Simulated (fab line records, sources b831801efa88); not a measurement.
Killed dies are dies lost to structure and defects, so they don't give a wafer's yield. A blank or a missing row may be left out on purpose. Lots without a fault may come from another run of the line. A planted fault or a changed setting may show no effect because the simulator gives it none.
Chamber matching | flow gf180mcu | GF_CONTACT_CMP_04 on cmp-02: 4 sister chambers
The step polishes SiO2. 16 wafers are shown with their chamber, then 8 later ones without.

WAFERS WITH THEIR CHAMBER
wafer  | chamber | motor_current_A (A) | time_to_endpoint_s (s) | edge_zone_pressure_frac
L282.1 | 1       | 12.8                | 110                    | 1.008
L282.3 | 3       | 10.9                | 110                    | 0.990
L282.5 | 1       | 12.4                | 112                    | 1.005
L288.3 | 0       | 11.3                | 106                    | 0.994
L288.4 | 2       | 11.0                | 106                    | 1.004
L288.5 | 0       | 11.3                | 99                     | 0.995
L290.1 | 0       | 11.6                | 107                    | 1.005
L290.4 | 1       | 12.9                | 123                    | 1.009
L290.5 | 3       | 9.8                 | 118                    | 1.003
L292.1 | 3       | 10.8                | 105                    | 1.000
L292.3 | 2       | 11.5                | 108                    | 0.992
L292.6 | 3       | 10.0                | 109                    | 1.005
L295.1 | 1       | 12.6                | 104                    | 1.005
L295.2 | 2       | 11.3                | 112                    | 1.007
L295.3 | 0       | 12.1                | 114                    | 1.003
L300.2 | 1       | 12.8                | 113                    | 0.999

SIGNATURES (means of the wafers above)
reading                 | chamber 0 | chamber 1 | chamber 2 | chamber 3 | scatter within a chamber
motor_current_A         | 11.575    | 12.700    | 11.267    | 10.375    | 0.37
time_to_endpoint_s      | 106.50    | 112.40    | 108.67    | 110.50    | 5.84
edge_zone_pressure_frac | 0.99925   | 1.00520   | 1.00100   | 0.99950   | 0.00586
Rule: a wafer's distance from a chamber is the root of the sum, over the readings, of the square of ((its reading less the chamber's mean) divided by the reading's scatter). The wafer belongs to the nearest chamber; if the next one is less than 2 further off, it can't be placed. The scatter: the root of (the sum of the squares of (reading less its chamber's mean) over the shown wafers, divided by (wafers less chambers)).

WAFERS WITHOUT THEIR CHAMBER
wafer  | motor_current_A (A) | time_to_endpoint_s (s) | edge_zone_pressure_frac
L300.3 | 11.9                | 108                    | 0.998
L300.4 | 11.2                | 115                    | 1.000
L302.3 | 11.4                | 95                     | 1.001
L302.5 | 11.9                | 109                    | 1.003
L302.6 | 10.8                | 110                    | 1.011
L303.2 | 10.7                | 108                    | 0.996
L303.4 | 13.5                | 115                    | 0.996
L303.5 | 11.5                | 116                    | 0.992

WHICH CHAMBER EACH WENT THROUGH
wafer  | from the rows above               | in truth
L300.3 | can't be placed: 0 or 2 or 1      | 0
L300.4 | can't be placed: 2 or 0 or 3      | 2
L302.3 | can't be placed: 0 or 2 or 3      | 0
L302.5 | can't be placed: 0 or 2 or 1      | 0
L302.6 | can't be placed: 2 or 3 or 0      | 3
L303.2 | can't be placed: 3 or 2 or 0      | 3
L303.4 | 1                                 | 1
L303.5 | can't be placed: 0 or 2 or 3 or 1 | 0
Placed correctly: 1 of 8. Can't be placed from these rows: 7 (the true chamber is among the candidates in 7). Placed wrongly: 0.
